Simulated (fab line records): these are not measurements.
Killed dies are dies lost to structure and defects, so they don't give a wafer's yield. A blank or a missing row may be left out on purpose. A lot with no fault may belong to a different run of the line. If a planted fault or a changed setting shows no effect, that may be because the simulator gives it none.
The tool behind it: which one? :: flow sky130 :: 6 lots (18 wafers sampled), 1 step of a 708-step route

## WHAT THE GAUGES READ, wafer by wafer
SKY_LI_CONTACT_CD_MEAS_12: target cd 170 nm.
lot: L396
measured: day 29 23:56
on: cd_sem-01
cd_nm (nm): 169.9 169.2 168.2

lot: L401
measured: day 31 17:32
on: cd_sem-01
cd_nm (nm): 171.4 172.2 171.3

lot: L404
measured: day 32 13:12
on: cd_sem-01
cd_nm (nm): 168.1 168.4 168.6

lot: L409
measured: day 34 04:53
on: cd_sem-02
cd_nm (nm): 168.0 168.7 167.3

lot: L412
measured: day 35 08:03
on: cd_sem-01
cd_nm (nm): 168.3 171.0 170.3

lot: L415
measured: day 36 03:15
on: cd_sem-01
cd_nm (nm): 171.6 170.6 170.7

## TOOL THAT RAN EACH LOT (tool first, then ch and the chambers of the sampled wafers, then the start)
No process step before these readings appears in the record.

## THE ANSWER, worked out from the rows above alone
Rule: the usual values come from the lots themselves. Put in order of their means at a reading, lots are off if they are a third of the lots or fewer, leave a main group of 4 or more, and stand apart from it by a gap of 3 or more times the standard deviation of the main group's means; of several such gaps the widest counts. The tables above print the reading to a certain number of digits; a main group whose means all agree to those digits is not used. Also off: a lot with no number at a reading for which 4 or more lots have one. Where the step has rows for the other lots, those lots are counted as sound.
Nothing can be told from this: no lot is off at any reading shown.

## WHAT THE SIMULATOR PUT IN
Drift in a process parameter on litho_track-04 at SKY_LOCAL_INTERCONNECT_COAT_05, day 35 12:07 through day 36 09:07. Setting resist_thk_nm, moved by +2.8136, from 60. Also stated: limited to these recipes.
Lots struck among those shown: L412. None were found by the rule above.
